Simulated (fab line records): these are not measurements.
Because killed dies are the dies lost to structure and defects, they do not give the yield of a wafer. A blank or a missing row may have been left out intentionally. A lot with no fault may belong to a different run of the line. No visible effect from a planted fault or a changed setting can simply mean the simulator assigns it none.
fab line records	flow sky130
record lots=5	wafers=15	lastDay=50
route steps=708 shown LI_CONTACT@367 LOCAL_INTERCONNECT@387 CONTACT@406 PAD_OPEN@708
lots that met no fault: from a run of the same line without faults
startH: hours from the record's opening day to when the first of the lot's shown wafers began	waitH: how many hours have passed since the lot's step before this one	" identical to the entry in the row above	L1.1+2: a row that stands for several wafers	- no value present, or no start provided	* or withheld: withheld	< > ~ a bound
route shown NAME@n: a module of which the file shows steps, and the number in the route of the first	usual: mean/standard deviation of fault-free wafers	same: alike in all rows	chamber/n: place in a boat	sites: readings site by site	_std_site: the values' standard deviation	_edge_site: outer sites' mean less inner sites'	radiusMm: for every site, how far away it sits from the centre of the wafer	mask NAME#n: copy n	behind: tool/chamber where the wafer was last shaped	hold: what put the lot on hold/how long, in hours/how the hold closed	device: which transistor (n, p or np) failed to switch	end of line: at the end of the route, the tests of the same wafers	step lacking rows: just its recipe	killed: count of dies lost to structure and defects at first sort (not the wafer's yield)	map: shows each die of a wafer: x if killed, . if not, _ if none is there
set.NAME: the setting that was run; set.NAME@STEP: the one run at that earlier step	model.NAME: the simulator's own value behind a step, which no gauge read
lots at selected steps of the route; one table per step, one row per wafer
services: when a tool's chamber went out of use (startH, in hours from the record's first day, below 0 if earlier), for how many hours, and the reason
## steps
# step SKY_LI_CONTACT_HMDS_05
# recipe primeTimeS=60	primeTempC=120
# step SKY_LI_CONTACT_COAT_06
# recipe resist=BARC	tempC=withheld	timeS=withheld	spinRpm=3000	resistThkNm=60
# step SKY_LI_CONTACT_COAT_07
# recipe resist=KrF-thick	spinRpm=3000	resistThkNm=450
# step SKY_LI_CONTACT_SOFTBAKE_08
# recipe tempC=100	timeS=90	resist=KrF-thick
# step SKY_LI_CONTACT_EXPOSE_09
# recipe maskId=LICM1	na=0.8	sourceShape=annular	sigmaInner=0.55	sigmaOuter=0.85	targetCdNm=170	doseMj=38
# step SKY_LI_CONTACT_PEB_10
# recipe pebTempC=withheld	pebTimeS=withheld	resist=KrF-thick
# step SKY_LI_CONTACT_DEVELOP_11
# recipe developTimeS=60	resist=KrF-thick	devTempC=21
# step SKY_LI_CONTACT_CD_MEAS_12
# recipe targetCdNm=170
# usual cdNm=170.4/1.4
lot.wafer	tool	chamber	startH	waitH	cdNm
L143.1	cdSem-01	-	680.31	-	171.7
L143.3	"	-	"	"	172.1
L143.5	"	-	"	"	172.2
L148.1	cdSem-01	-	724.03	-	166.9
L148.4	"	-	"	"	167.2
L148.5	"	-	"	"	167.0
L155.1	cdSem-01	-	787.81	-	171.0
L155.2	"	-	"	"	169.9
L155.3	"	-	"	"	171.2
L160.1	cdSem-02	-	861.01	-	168.7
L160.3	"	-	"	"	170.0
L160.5	"	-	"	"	171.8
L164.2	cdSem-02	-	861.21	-	168.8
L164.3	"	-	"	"	168.3
L164.4	"	-	"	"	167.6
# step SKY_LI_CONTACT_OVL_MEAS_13
# usual LI_CONTACT_OVL=1/5
lot.wafer	tool	chamber	startH	waitH	LI_CONTACT_OVL[nm]
L143.1	overlay-02	-	680.43	0.1	-6
L143.3	"	-	"	"	-2
L143.5	"	-	"	"	0
L148.1	overlay-01	-	724.15	0.1	-2
L148.4	"	-	"	"	8
L148.5	"	-	"	"	5
L155.1	overlay-01	-	787.93	0.1	3
L155.2	"	-	"	"	2
L155.3	"	-	"	"	10
L160.1	overlay-02	-	861.13	0.1	0
L160.3	"	-	"	"	-1
L160.5	"	-	"	"	-6
L164.2	overlay-02	-	861.31	0.1	7
L164.3	"	-	"	"	10
L164.4	"	-	"	"	3
# step SKY_LI_CONTACT_ETCH_14
# recipe chemistry=N2/H2	target=BARC	ionEnergyEv=200	sourceW=500	biasW=100	pressureMtorr=30	n2FlowSccm=100	h2FlowSccm=200	stopOn=SiO2	timeS=45.9	targetDepthA=600
# step SKY_LI_CONTACT_ETCH_15
# recipe target=PSG	chemistry=C4F8/O2/Ar	stopOn=Si	taperDeg=4.15	maskMaterial=KrF-thick	sourceW=1500	biasW=1200	pressureMtorr=40	c4f8FlowSccm=withheld	O2_flow_sccm=6	Ar_flow_sccm=300	timeS=withheld	targetDepthA=6000
# step SKY_LI_CONTACT_STRIP_16
# recipe chemistry=O2/N2	powerW=1400	pressureMtorr=1500	platenTempC=withheld	o2FlowSccm=3000	n2FlowSccm=300	overashFraction=0.5
# usual chamberPressureMTorr=1500.2/1.5	drypumpMotorCurrentA=5.7/0.38	oesProductAu=0.375/0.0051	stripTimeToEndpointS=3.487/0.028
lot.wafer	tool	chamber	startH	waitH	chamberPressureMTorr	drypumpMotorCurrentA	oesProductAu	rfHoursCounterH	stripTimeToEndpointS
L143.1	plasmaAsher-03	0	680.59	-	1498.5	5.1	0.379	24	3.511
L143.3	"	0	"	"	1502.1	5.1	0.377	-	3.484
L143.5	"	1	"	"	1501.7	5.8	0.376	-	3.501
L148.1	plasmaAsher-04	0	724.31	-	1502.5	6.0	0.373	101	3.461
L148.4	"	1	"	"	1500.6	5.8	0.380	-	3.509
L148.5	"	1	"	"	1501.4	5.8	0.361	-	3.501
L155.1	plasmaAsher-03	1	788.09	-	1499.9	5.7	0.381	35	3.512
L155.2	"	0	"	"	1498.0	5.0	0.370	35	3.467
L155.3	"	1	"	"	1499.3	5.7	0.375	-	3.525
L160.1	plasmaAsher-02	0	861.29	-	1502.1	6.4	0.381	108	3.464
L160.3	"	1	"	"	1498.6	5.7	0.373	-	3.459
L160.5	"	1	"	"	1497.8	5.6	0.368	-	3.419
L164.2	plasmaAsher-04	1	861.47	-	1499.8	5.8	0.371	8	3.466
L164.3	"	1	"	"	1498.6	5.8	0.377	-	3.474
L164.4	"	0	"	"	1501.3	6.0	0.374	-	3.478
# step SKY_LI_CONTACT_CLEAN_17
# recipe chemistry=NMP	timeS=600	tempC=60	dry=n2Spin
lot.wafer	tool	chamber	startH	waitH
L143.1+3+5	wetBench-04	0	680.69	0.1
L148.1+4+5	wetBench-02	1	724.41	0.1
L155.1+2+3	wetBench-03	2	788.19	0.1
L160.1+3+5	wetBench-03	1	861.39	0.1
L164.2+3+4	wetBench-04	2	861.57	0.1
# step SKY_LI_CONTACT_PRE_CLEAN_18
# recipe gas=Ar	timeS=5.6	biasV=358
# step SKY_LI_CONTACT_SPUTTER_19
# recipe material=Ti	targetThkNm=20	chamberPressurePa=5	powerW=2500	substrateTempC=200	timeS=106.37
# usual throttleValvePct=30.3/1.2
lot.wafer	tool	chamber	startH	waitH	throttleValvePct
L143.1	pvdSputter-04	-	680.89	0.0	29.7
L143.3	"	-	"	"	32.3
L143.5	"	-	"	"	29.7
L148.1	pvdSputter-04	-	724.60	0.0	29.6
L148.4	"	-	"	"	29.5
L148.5	"	-	"	"	29.5
L155.1	pvdSputter-03	-	788.39	0.0	31.8
L155.2	"	-	"	"	29.6
L155.3	"	-	"	"	29.0
L160.1	pvdSputter-04	-	861.59	0.0	32.3
L160.3	"	-	"	"	29.6
L160.5	"	-	"	"	30.6
L164.2	pvdSputter-02	-	861.78	0.0	28.0
L164.3	"	-	"	"	31.1
L164.4	"	-	"	"	29.8
# step SKY_LI_CONTACT_SPUTTER_20
# recipe material=TiN	targetThkNm=20	chamberPressurePa=5	powerW=4000	timeS=80
# step SKY_LI_CONTACT_CVD_21
# recipe material=W	targetThkNm=400	timeS=120.56	tempC=400	pressureTorr=40
# usual heaterPowerOuterW=488/71	heaterPowerW=816/110
lot.wafer	tool	chamber	startH	waitH	heaterPowerOuterW	heaterPowerW
L143.1	cvdW-02	0	681.02	0.0	431	750
L143.3	"	0	"	"	427	761
L143.5	"	1	"	"	440	710
L148.1	cvdW-02	0	724.74	0.0	426	770
L148.4	"	0	"	"	436	771
L148.5	"	1	"	"	446	708
L155.1	cvdW-02	0	788.53	0.0	438	780
L155.2	"	1	"	"	444	701
L155.3	"	0	"	"	429	774
L160.1	cvdW-01	1	861.73	0.0	611	976
L160.3	"	1	"	"	592	993
L160.5	"	1	"	"	596	998
L164.2	cvdW-02	1	861.92	0.0	447	704
L164.3	"	1	"	"	441	714
L164.4	"	0	"	"	438	784
# step SKY_LI_CONTACT_RS_MEAS_22
# recipe thkMeasGauge=four-point-probe	reads=W_of_LI_CONTACT_CVD_21+TiN_of_LI_CONTACT_SPUTTER_20+Ti_of_LI_CONTACT_SPUTTER_19
# usual LI_CONTACT_W_RS=0.286/0.0031
lot.wafer	tool	chamber	startH	waitH	LI_CONTACT_W_RS[ohm/sq]
L143.1	filmMetro-04	-	681.15	0.1	0.282
L143.3	"	-	"	"	0.283
L143.5	"	-	"	"	0.285
L148.1	filmMetro-02	-	724.87	0.1	0.286
L148.4	"	-	"	"	0.283
L148.5	"	-	"	"	0.290
L155.1	filmMetro-02	-	788.65	0.1	0.281
L155.2	"	-	"	"	0.285
L155.3	"	-	"	"	0.283
L160.1	filmMetro-01	-	861.98	0.2	0.285
L160.3	"	-	"	"	0.284
L160.5	"	-	"	"	0.284
L164.2	filmMetro-04	-	862.06	0.1	0.285
L164.3	"	-	"	"	0.284
L164.4	"	-	"	"	0.284
# step SKY_LI_CONTACT_THK_MEAS_23
# recipe thkMeasGauge=xrf	reads=W_of_LI_CONTACT_CVD_21
# usual LI_CONTACT_W_THK=405/8.7
lot.wafer	tool	chamber	startH	waitH	LI_CONTACT_W_THK[nm]
L143.1	filmMetro-04	-	681.27	0.1	407
L143.3	"	-	"	"	405
L143.5	"	-	"	"	402
L148.1	filmMetro-02	-	724.99	0.1	409
L148.4	"	-	"	"	413
L148.5	"	-	"	"	403
L155.1	filmMetro-02	-	788.77	0.1	415
L155.2	"	-	"	"	410
L155.3	"	-	"	"	415
L160.1	filmMetro-01	-	862.10	0.1	412
L160.3	"	-	"	"	417
L160.5	"	-	"	"	416
L164.2	filmMetro-04	-	862.17	0.1	397
L164.3	"	-	"	"	396
L164.4	"	-	"	"	399
# step SKY_LI_CONTACT_CMP_24
# recipe stopOn=PSG	tOverpolishS=20	downForcePsi=3.5	platenRpm=60	targetThkNm=0	padVelocityMS=0.94248
# step SKY_LOCAL_INTERCONNECT_SPUTTER_00
# recipe material=TiN	targetThkNm=100	tempC=300	powerW=6500	timeS=83.3	chamberPressurePa=0.4
# step SKY_LOCAL_INTERCONNECT_RS_MEAS_01
# recipe thkMeasGauge=four-point-probe	reads=TiN_of_LOCAL_INTERCONNECT_SPUTTER_00
# usual LOCAL_INTERCONNECT_TIN_RS=14.09/0.16
lot.wafer	tool	chamber	startH	waitH	LOCAL_INTERCONNECT_TIN_RS[ohm/sq]
L143.1	filmMetro-03	-	681.69	0.0	13.99
L143.3	"	-	"	"	13.86
L143.5	"	-	"	"	13.81
L148.1	filmMetro-02	-	725.66	0.0	14.07
L148.4	"	-	"	"	14.23
L148.5	"	-	"	"	14.11
L155.1	filmMetro-01	-	789.73	0.0	13.97
L155.2	"	-	"	"	14.29
L155.3	"	-	"	"	14.07
L160.1	filmMetro-03	-	862.52	0.0	14.19
L160.3	"	-	"	"	14.17
L160.5	"	-	"	"	14.07
L164.2	filmMetro-02	-	862.61	0.1	14.06
L164.3	"	-	"	"	14.36
L164.4	"	-	"	"	14.42
# step SKY_LOCAL_INTERCONNECT_THK_MEAS_02
# recipe thkMeasGauge=xrf	reads=TiN_of_LOCAL_INTERCONNECT_SPUTTER_00
# usual LOCAL_INTERCONNECT_TIN_THK=100.1/1.1
lot.wafer	tool	chamber	startH	waitH	LOCAL_INTERCONNECT_TIN_THK[nm]
L143.1	filmMetro-03	-	681.81	0.1	100.6
L143.3	"	-	"	"	101.1
L143.5	"	-	"	"	102.0
L148.1	filmMetro-02	-	725.78	0.1	100.7
L148.4	"	-	"	"	99.9
L148.5	"	-	"	"	100.4
L155.1	filmMetro-01	-	789.85	0.1	101.3
L155.2	"	-	"	"	98.7
L155.3	"	-	"	"	100.5
L160.1	filmMetro-03	-	862.64	0.1	99.5
L160.3	"	-	"	"	99.6
L160.5	"	-	"	"	100.2
L164.2	filmMetro-02	-	862.72	0.1	100.6
L164.3	"	-	"	"	99.4
L164.4	"	-	"	"	98.8
# step SKY_LOCAL_INTERCONNECT_DEHYDRATE_03
# recipe tempC=200	timeS=60
# step SKY_LOCAL_INTERCONNECT_HMDS_04
# recipe primeTimeS=60	primeTempC=120
# step SKY_LOCAL_INTERCONNECT_COAT_05
# recipe resist=BARC	tempC=withheld	timeS=withheld	spinRpm=3000	resistThkNm=60
# step SKY_LOCAL_INTERCONNECT_COAT_06
# recipe resist=KrF-thick	spinRpm=3000	resistThkNm=450
# step SKY_LOCAL_INTERCONNECT_SOFTBAKE_07
# recipe tempC=100	timeS=90	resist=KrF-thick
# step SKY_LOCAL_INTERCONNECT_EXPOSE_08
# recipe maskId=LI1M	na=0.8	sourceShape=annular	sigmaInner=0.55	sigmaOuter=0.85	targetCdNm=170	doseMj=28
# step SKY_LOCAL_INTERCONNECT_PEB_09
# recipe pebTempC=withheld	pebTimeS=withheld	resist=KrF-thick
# step SKY_LOCAL_INTERCONNECT_DEVELOP_10
# recipe developTimeS=60	resist=KrF-thick	devTempC=21
# step SKY_LOCAL_INTERCONNECT_CD_MEAS_11
# recipe targetCdNm=170
# usual cdNm=170.1/1.8
lot.wafer	tool	chamber	startH	waitH	cdNm
L143.1	cdSem-02	-	710.06	-	169.9
L143.3	"	-	"	"	167.7
L143.5	"	-	"	"	169.5
L148.1	cdSem-01	-	752.66	-	168.6
L148.4	"	-	"	"	169.3
L148.5	"	-	"	"	170.4
L155.1	cdSem-02	-	815.36	-	171.0
L155.2	"	-	"	"	171.0
L155.3	"	-	"	"	171.9
L160.1	cdSem-02	-	887.66	-	165.0
L160.3	"	-	"	"	165.5
L160.5	"	-	"	"	166.6
L164.2	cdSem-01	-	888.21	-	170.1
L164.3	"	-	"	"	169.0
L164.4	"	-	"	"	170.6
# step SKY_LOCAL_INTERCONNECT_OVL_MEAS_12
# usual LOCAL_INTERCONNECT_OVL=0/5.6
lot.wafer	tool	chamber	startH	waitH	LOCAL_INTERCONNECT_OVL[nm]
L143.1	overlay-01	-	710.18	0.1	-11
L143.3	"	-	"	"	-4
L143.5	"	-	"	"	-9
L148.1	overlay-01	-	752.78	0.1	4
L148.4	"	-	"	"	1
L148.5	"	-	"	"	4
L155.1	overlay-01	-	815.48	0.1	-3
L155.2	"	-	"	"	0
L155.3	"	-	"	"	-3
L160.1	overlay-02	-	887.78	0.1	9
L160.3	"	-	"	"	8
L160.5	"	-	"	"	0
L164.2	overlay-01	-	888.31	0.1	-5
L164.3	"	-	"	"	-5
L164.4	"	-	"	"	-4
# step SKY_LOCAL_INTERCONNECT_ETCH_13
# recipe chemistry=N2/H2	target=BARC	ionEnergyEv=200	biasW=100	pressureMtorr=30	n2FlowSccm=100	h2FlowSccm=200	icpW=500	stopOn=SiO2	timeS=45.9	targetDepthA=600
# usual chamberPressureMTorr=30.00/0.03	drypumpMotorCurrentA=5.9/0.45	oesProductAu=0.855/0.0046	throttleValvePct=13.225/0.0094
lot.wafer	tool	chamber	startH	waitH	chamberPressureMTorr	drypumpMotorCurrentA	oesProductAu	rfHoursCounterH	throttleValvePct
L143.1	rieMetal-03	0	710.22	0.0	30.01	5.1	0.857	16	13.215
L143.3	"	1	"	"	29.97	6.1	0.858	-	13.226
L143.5	"	0	"	"	29.99	5.1	0.858	-	13.236
L148.1	rieMetal-03	1	752.82	0.0	29.96	6.2	0.848	6	13.212
L148.4	"	1	"	"	30.02	6.2	0.852	-	13.227
L148.5	"	0	"	"	29.99	5.1	0.852	-	13.239
L155.1	rieMetal-03	0	815.52	0.0	30.00	5.1	0.860	1	13.217
L155.2	"	1	"	"	29.96	6.2	0.862	9	13.214
L155.3	"	0	"	"	29.97	5.1	0.855	-	13.201
L160.1	rieMetal-02	0	887.82	0.0	29.99	6.5	0.857	11	13.220
L160.3	"	0	"	"	30.04	6.5	0.853	-	13.233
L160.5	"	1	"	"	30.01	5.8	0.847	-	13.230
L164.2	rieMetal-01	0	888.34	0.0	29.94	6.1	0.855	12	13.218
L164.3	"	1	"	"	29.95	5.5	0.854	-	13.219
L164.4	"	0	"	"	30.02	6.1	0.858	-	13.242
# step SKY_LOCAL_INTERCONNECT_METAL_ETCH_14
# recipe targetDepthNm=110	stopOn=PSG	chemistry=Cl2/BCl3	target=TiN	resistSidewallDeg=88	pressureMtorr=10	icpW=900	biasW=48.5	Cl2_flow_sccm=60	bcl3FlowSccm=30	timeS=31.4
# step SKY_LOCAL_INTERCONNECT_STRIP_15
# recipe chemistry=O2/N2	powerW=1400	pressureMtorr=1500	platenTempC=withheld	o2FlowSccm=3000	n2FlowSccm=300	overashFraction=0.5
# usual chamberPressureMTorr=1500.0/1.4	drypumpMotorCurrentA=5.5/0.44	oesProductAu=0.427/0.0045	stripTimeToEndpointS=4.723/0.025
lot.wafer	tool	chamber	startH	waitH	chamberPressureMTorr	drypumpMotorCurrentA	oesProductAu	rfHoursCounterH	stripTimeToEndpointS
L143.1	plasmaAsher-01	0	710.33	0.0	1499.8	5.0	0.425	60	4.752
L143.3	"	1	"	"	1500.1	5.8	0.429	-	4.730
L143.5	"	0	"	"	1502.0	5.0	0.427	-	4.751
L148.1	plasmaAsher-02	1	752.93	0.0	1498.8	5.7	0.430	95	4.724
L148.4	"	0	"	"	1500.0	6.4	0.426	-	4.700
L148.5	"	0	"	"	1497.1	6.4	0.428	-	4.717
L155.1	plasmaAsher-01	0	815.63	0.0	1498.6	5.0	0.432	71	4.744
L155.2	"	1	"	"	1500.1	5.8	0.421	71	4.705
L155.3	"	0	"	"	1499.9	5.0	0.425	-	4.742
L160.1	plasmaAsher-03	1	887.93	0.0	1501.5	5.7	0.430	46	4.680
L160.3	"	0	"	"	1498.7	5.1	0.430	-	4.674
L160.5	"	0	"	"	1499.4	5.1	0.427	-	4.703
L164.2	plasmaAsher-01	0	888.46	0.0	1499.5	5.0	0.421	77	4.685
L164.3	"	1	"	"	1501.7	5.8	0.430	-	4.732
L164.4	"	0	"	"	1501.0	5.0	0.424	-	4.700
# step SKY_LOCAL_INTERCONNECT_STRIP_16
# recipe chemistry=postEtchResidueRemover	timeS=1200	tempC=72.5
# step SKY_LOCAL_INTERCONNECT_CLEAN_17
# recipe chemistry=IPA	timeS=180	tempC=25
# step SKY_LOCAL_INTERCONNECT_CLEAN_18
# recipe chemistry=O3/DIW	dry=n2Spin
# step SKY_CONTACT_CVD_00
# recipe material=Si3N4	targetThkNm=75	tempC=400	timeS=withheld	rfW=450
# step SKY_CONTACT_THK_MEAS_01
# recipe reads=Si3N4_of_CONTACT_CVD_00
# usual CONTACT_CVD_00_THK=74.9/1.1
lot.wafer	tool	chamber	startH	waitH	CONTACT_CVD_00_THK[nm]
L143.1	filmMetro-04	-	710.96	-	74.9
L143.3	"	-	"	"	73.1
L143.5	"	-	"	"	76.2
L148.1	filmMetro-04	-	753.56	-	75.3
L148.4	"	-	"	"	76.9
L148.5	"	-	"	"	75.7
L155.1	filmMetro-02	-	816.26	-	74.1
L155.2	"	-	"	"	72.8
L155.3	"	-	"	"	73.2
L160.1	filmMetro-04	-	888.57	-	75.0
L160.3	"	-	"	"	73.4
L160.5	"	-	"	"	75.3
L164.2	filmMetro-03	-	889.09	-	73.8
L164.3	"	-	"	"	74.1
L164.4	"	-	"	"	75.7
# step SKY_CONTACT_HDPCVD_02
# recipe material=SiO2	targetThkNm=565	sigmaOpenFrac=0.3	timeS=94.2	tempC=600	sih4FlowSccm=60	pressureMtorr=6
# step SKY_PAD_OPEN_PROBE_99
# usual killed_at_M0_to_M3=43/7.3	killed_at_M4_up=3.0/2	killedAtContacts=24/5.2	killedAtFrontEnd=15/4.4	killedAtOther=0.2/0.48	killedDies=86/9.1	killedOnRim=16/4	killedOpen=47/7.3	killedShort=38/6.4
# same grossDies=492	killedAtBackSide=0
lot.wafer	tool	chamber	startH	waitH	killed_at_M0_to_M3	killed_at_M4_up	killedAtContacts	killedAtFrontEnd	killedAtOther	killedDies	killedOnRim	killedOpen	killedShort
L143.1	prober-02	-	1076.61	0.1	39	3	31	12	0	85	22	43	41
L143.3	prober-02	-	1076.71	0.2	57	4	22	14	1	98	17	47	48
L143.5	prober-02	-	1076.81	0.2	55	1	32	15	1	104	17	65	36
L148.1	prober-01	-	1110.77	0.1	55	5	19	16	0	95	17	58	37
L148.4	prober-01	-	1110.92	0.2	41	5	25	16	0	87	17	54	33
L148.5	prober-01	-	1110.97	0.2	57	0	25	14	0	96	18	61	35
L155.1	prober-02	-	1154.81	0.1	37	3	61	17	0	118	29	41	42
L155.2	prober-02	-	1154.86	0.1	44	4	52	14	0	114	32	42	46
L155.3	prober-02	-	1154.91	0.2	41	0	53	9	0	103	27	43	32
L160.1	prober-01	-	1203.81	0.1	54	3	19	12	0	88	20	50	38
L160.3	prober-01	-	1203.91	0.2	34	4	30	9	0	77	13	43	34
L160.5	prober-01	-	1204.01	0.2	50	3	26	8	0	87	17	53	33
L164.2	prober-02	-	1205.36	0.1	34	3	22	14	2	75	15	44	30
L164.3	prober-02	-	1205.41	0.2	43	7	17	18	0	85	19	40	44
L164.4	prober-02	-	1205.46	0.2	42	3	20	13	0	78	11	40	37
# killed by level:class
L143.1 LI_CONTACT:geometricParticle:open=10 VIA3:geometricParticle:open=7 LI_CONTACT:geometricParticle:short=6 CONTACT:geometricParticle:short=5 CONTACT:geometricParticle:open=5 METAL1:geometricParticle:short=5 VIA1:geometricParticle:open=5 METAL2:geometricParticle:short=5
L143.3 METAL2:geometricParticle:short=14 VIA1:geometricParticle:open=13 CONTACT:geometricParticle:open=9 LI_CONTACT:geometricParticle:open=8 VIA1:geometricParticle:short=7 FIELD_ISO:geometricParticle:open=5 VIA2:geometricParticle:open=5 METAL4:geometricParticle:short=4
L143.5 VIA1:geometricParticle:open=17 CONTACT:geometricParticle:open=15 VIA3:geometricParticle:open=7 VIA2:geometricParticle:open=7 LI_CONTACT:geometricParticle:open=6 FIELD_ISO:geometricParticle:open=5 LOCAL_INTERCONNECT:geometricParticle:short=5 POLY_GATE:geometricParticle:short=4
L148.1 VIA1:geometricParticle:open=18 CONTACT:geometricParticle:open=8 VIA1:geometricParticle:short=7 VIA3:geometricParticle:open=6 FIELD_ISO:geometricParticle:open=5 VIA2:geometricParticle:short=5 VIA2:geometricParticle:open=5 POLY_GATE:geometricParticle:open=4
L148.4 VIA2:geometricParticle:open=10 VIA3:geometricParticle:open=9 LI_CONTACT:geometricParticle:open=8 CONTACT:geometricParticle:open=8 VIA1:geometricParticle:open=7 POLY_GATE:geometricParticle:open=5 POLY_GATE:geometricParticle:short=4 CONTACT:geometricParticle:short=4
L148.5 VIA1:geometricParticle:open=18 VIA2:geometricParticle:open=11 LI_CONTACT:geometricParticle:open=7 VIA3:geometricParticle:open=7 CONTACT:geometricParticle:short=6 CONTACT:geometricParticle:open=6 METAL2:geometricParticle:short=5 VIA1:geometricParticle:short=5
L155.1 LI_CONTACT:unspecified=34 CONTACT:geometricParticle:open=11 VIA1:geometricParticle:open=11 LI_CONTACT:geometricParticle:open=7 METAL2:geometricParticle:short=6 FIELD_ISO:geometricParticle:short=5 VIA3:geometricParticle:open=5 FIELD_ISO:geometricParticle:open=4
L155.2 LI_CONTACT:unspecified=24 VIA1:geometricParticle:open=13 CONTACT:geometricParticle:open=10 VIA1:geometricParticle:short=7 METAL2:geometricParticle:short=7 LOCAL_INTERCONNECT:geometricParticle:short=6 LI_CONTACT:geometricParticle:short=5 POLY_GATE:geometricParticle:short=4
L155.3 LI_CONTACT:unspecified=28 CONTACT:geometricParticle:open=9 VIA1:geometricParticle:open=8 LI_CONTACT:geometricParticle:open=7 VIA2:geometricParticle:open=7 VIA1:geometricParticle:short=6 CONTACT:geometricParticle:short=5 VIA3:geometricParticle:open=5
L160.1 VIA3:geometricParticle:open=8 VIA1:geometricParticle:open=8 VIA2:geometricParticle:open=8 CONTACT:geometricParticle:open=6 METAL1:geometricParticle:short=6 METAL3:geometricParticle:short=5 LI_CONTACT:geometricParticle:open=5 VIA1:geometricParticle:short=5
L160.3 LI_CONTACT:geometricParticle:open=10 CONTACT:geometricParticle:open=9 VIA3:geometricParticle:open=7 LOCAL_INTERCONNECT:geometricParticle:short=6 VIA1:geometricParticle:open=6 VIA3:geometricParticle:short=5 VIA2:geometricParticle:open=5 FIELD_ISO:geometricParticle:short=4
L160.5 VIA3:geometricParticle:open=14 CONTACT:geometricParticle:open=10 VIA1:geometricParticle:open=8 VIA2:geometricParticle:open=7 METAL1:geometricParticle:short=6 LI_CONTACT:geometricParticle:open=5 CONTACT:geometricParticle:short=5 VIA1:geometricParticle:short=5
L164.2 VIA1:geometricParticle:open=7 POLY_GATE:geometricParticle:open=6 CONTACT:geometricParticle:open=6 CONTACT:geometricParticle:short=6 VIA2:geometricParticle:open=5 VIA3:geometricParticle:short=5 VIA3:geometricParticle:open=5 LI_CONTACT:geometricParticle:open=4
L164.3 VIA1:geometricParticle:open=9 FIELD_ISO:geometricParticle:short=8 LI_CONTACT:geometricParticle:open=7 METAL1:geometricParticle:short=6 METAL2:geometricParticle:short=6 VIA2:geometricParticle:open=5 CONTACT:geometricParticle:open=4 VIA2:geometricParticle:short=4
L164.4 VIA1:geometricParticle:open=8 METAL2:geometricParticle:short=7 CONTACT:geometricParticle:open=6 LI_CONTACT:geometricParticle:open=5 VIA3:geometricParticle:open=5 POLY_GATE:geometricParticle:open=4 LI_CONTACT:geometricParticle:short=4 METAL3:geometricParticle:short=4
# map L155.1 (x killed, . not)
__________.xx..xx..._________
________....x........x_______
______....x.x.x.....x..._____
_____xx..................____
____xxxxx..x........x..xx.___
___xxxxx....x......x.......__
__xxxxx..............x......_
_xxxxxxx.xx.....xxx....x..x..
_xxxx.x..................x...
_x.xxxx.........x..x.......x.
_x.x.x.x.........x.........x.
_..xx..............x....xx...
_..........x..x.....x........
_.x..x.x.......x......xx.....
_..x..x..................xx..
__x.x.xx..........xxx......._
___...x.......xxx.xx.......__
____.x.x..x...xx.x........___
_____x........x.......xxx____
______...........xx.xx.x_____
________..x..........._______
__________..x.x....._________
# map L160.1 (x killed, . not)
__________.x..x..xxx_________
________......xx.x...._______
______...x..........x..._____
_____...x....xx.x..x..xx.____
____.x..x....x.........x..___
___.x....x..x.x.........x..__
__.x................x..xx.x._
_x......xx........xx..x.....x
_...x........x........x....x.
_..xx.....x.....xx........x..
_.......x...............x....
_..........x......x......x.xx
_.....................x...x..
_.x.....x....................
_...................xx.x.....
__.......x......x..........._
___x......x.x..x..x...x...x__
____..........x......x...x___
_____.x..x.x....x..xxx...____
______...........x.x...._____
________.x......xx...._______
__________.x......x._________
## services
tool	chamber	startH	hours	kind
plasmaAsher-02	-	671.01	5.6	repair
cvdW-02	-	672.72	1.0	repair
pvdSputter-04	-	689.11	0.8	repair
wetBench-03	-	693.71	2.6	repair
cvdW-02	-	710.02	2.8	pm
wetBench-03	-	710.11	1.9	pm
pvdSputter-04	-	715.19	2.5	repair
rieMetal-03	-	716.83	28.1	pm
wetBench-03	-	719.42	3.7	repair
plasmaAsher-04	-	733.75	9.0	pm
plasmaAsher-01	-	735.04	12.5	repair
plasmaAsher-04	-	747.99	0.4	repair
rieMetal-03	0	757.04	10.9	repair
plasmaAsher-03	-	759.09	3.2	repair
plasmaAsher-03	-	761.36	3.7	repair
plasmaAsher-04	-	764.22	29.1	pm
rieMetal-03	-	768.05	2.8	pm
plasmaAsher-04	-	793.30	14.6	pm
plasmaAsher-03	-	810.93	2.8	pm
pvdSputter-04	-	847.50	3.9	repair
pvdSputter-04	-	849.71	3.3	repair
pvdSputter-04	-	869.93	10.5	repair
plasmaAsher-04	-	874.93	2.8	pm
plasmaAsher-01	-	878.16	2.8	repair
## key
firstSign step=SKY_PAD_OPEN_PROBE_99	reading=killedAtContacts	direction=up	sigmas=6	usual=24	struck=55
effect step=SKY_PAD_OPEN_PROBE_99	reading=killedDies	direction=up	sigmas=2.9	usual=86	struck=112
metAt SKY_LI_CONTACT_CLEAN_17
struckWafers L155.1,L155.2,L155.3
testerLeftOut L155
alsoFits SKY_LI_CONTACT_STRIP_16:plasmaAsher-03,SKY_LI_CONTACT_SPUTTER_19:pvdSputter-03,SKY_LOCAL_INTERCONNECT_ETCH_13:rieMetal-03
fault kind=chamberParticleSource	tool=wetBench-03	chamber=2	onsetH=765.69	steps=SKY_LI_CONTACT_CLEAN_17	ratePerVisitCm2=1.0662	endH=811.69
# testerLeftOut: of these lots the tester's yield and bins aren't shown, on N5 and GAA mostly nor the transistor test; their killed dies are dies lost to structure and defects alone, not to doping, threshold or leakage, so they don't give the yield
